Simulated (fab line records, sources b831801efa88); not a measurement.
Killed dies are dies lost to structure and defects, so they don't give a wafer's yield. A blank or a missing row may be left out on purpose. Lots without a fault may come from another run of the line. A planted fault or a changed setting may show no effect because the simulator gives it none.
Split-lot experiment | flow sfq_line | 5 lots, 23 wafers read, on a route of 325 steps

THE SPLIT
At SFQ_TRILAYER_JJ_TRILAYER_DEP_SPUTTER_110 (material Al, target thk 8 nm, time 10 s), the setting power_w was moved away from the recipe's 500 W on 9 of the 23 wafers read, by +3.8% to +11.6%. The other wafers ran this setting at the recipe's value.

The reading is taken at the split's own step.

THE READING
Al_of_TRILAYER_JJ_TRILAYER_DEP_SPUTTER_110.thk_nm (the simulator's own value, which no gauge read), in nm, at SFQ_TRILAYER_JJ_TRILAYER_DEP_SPUTTER_110 (material Al, target thk 8 nm, time 10 s). The file gives no usual value for it. The 14 wafers here that ran the recipe average 8.006 nm, standard deviation 0.12 nm.

wafer  | tool, chamber at the split | power_w as run, W | against the recipe | Al_of_TRILAYER_JJ_TRILAYER_DEP_SPUTTER_110.thk_nm, nm | against lot-mates on the recipe
L074.1 | pvd_sputter-06, -          | 500               | recipe             | 8.097                                                 | -
L074.2 | pvd_sputter-06, -          | 500               | recipe             | 7.861                                                 | -
L074.5 | pvd_sputter-06, -          | 500               | recipe             | 7.869                                                 | -
L075.2 | pvd_sputter-03, -          | 500               | recipe             | 7.906                                                 | -
L075.3 | pvd_sputter-03, -          | 500               | recipe             | 7.881                                                 | -
L075.4 | pvd_sputter-03, -          | 558.2             | +11.6%             | 8.944                                                 | +1.051
L075.5 | pvd_sputter-03, -          | 558.2             | +11.6%             | 8.905                                                 | +1.011
L075.6 | pvd_sputter-03, -          | 558.2             | +11.6%             | 8.938                                                 | +1.045
L076.1 | pvd_sputter-05, -          | 526.1             | +5.2%              | 8.629                                                 | +0.420
L076.2 | pvd_sputter-05, -          | 526.1             | +5.2%              | 8.627                                                 | +0.418
L076.3 | pvd_sputter-05, -          | 500               | recipe             | 8.154                                                 | -
L076.4 | pvd_sputter-05, -          | 526.1             | +5.2%              | 8.534                                                 | +0.325
L076.6 | pvd_sputter-05, -          | 500               | recipe             | 8.264                                                 | -
L083.1 | pvd_sputter-06, -          | 500               | recipe             | 7.943                                                 | -
L083.2 | pvd_sputter-06, -          | 518.9             | +3.8%              | 8.142                                                 | +0.183
L083.4 | pvd_sputter-06, -          | 518.9             | +3.8%              | 8.151                                                 | +0.192
L083.5 | pvd_sputter-06, -          | 518.9             | +3.8%              | 8.062                                                 | +0.103
L083.6 | pvd_sputter-06, -          | 500               | recipe             | 7.974                                                 | -
L084.1 | pvd_sputter-05, -          | 500               | recipe             | 7.913                                                 | -
L084.2 | pvd_sputter-05, -          | 500               | recipe             | 8.003                                                 | -
L084.3 | pvd_sputter-05, -          | 500               | recipe             | 8.066                                                 | -
L084.4 | pvd_sputter-05, -          | 500               | recipe             | 8.104                                                 | -
L084.5 | pvd_sputter-05, -          | 500               | recipe             | 8.048                                                 | -

THE FIT
A straight line over all 23 wafers: Al_of_TRILAYER_JJ_TRILAYER_DEP_SPUTTER_110.thk_nm changes by +0.0813 nm for each +1% of power_w; r = +0.93; the points scatter about the line by 0.14 nm.
The same after taking each lot's own level away (the mean of its wafers on the recipe; 23 wafers): +0.0858 nm for each +1%; r = +0.97; scatter 0.087 nm.
On that fit, the largest move of power_w shifts the reading by 1 nm.
The lots' own levels span 7.8935 to 8.2090 nm, that is 2.7 times the standard deviation above.
So the lot-to-lot level changes the slope little: the two slopes agree.
Check: with one of the wafers moved furthest among these (+11.6%) left out of the fit, the line predicts +0.947 nm for it against its lot-mates. It came out at +1.05 nm against them.

OTHER SPLITS ON THESE WAFERS
These wafers also went through other splits before the reading. Each is held against what the fit with the lots' levels taken away leaves over:
other split on the same wafers                   | wafers away from the commonest value | r with Al_of_TRILAYER_JJ_TRILAYER_DEP_SPUTTER_110.thk_nm (lot level and that fit taken away)
SFQ_TRILAYER_M4_LITHO_COAT_093 spin_rpm          | 12                                   | -0.20
SFQ_TRILAYER_I4_VIA_LITHO_COAT_108 resist_thk_nm | 11                                   | -0.10
SFQ_TRILAYER_I4_VIA_LITHO_PEB_106 peb_temp_c     | 8                                    | -0.17

THE FILE'S OWN FIT
Al_of_TRILAYER_JJ_TRILAYER_DEP_SPUTTER_110.thk_nm changes by +0.0829 nm for each +1% of power_w, r = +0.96.
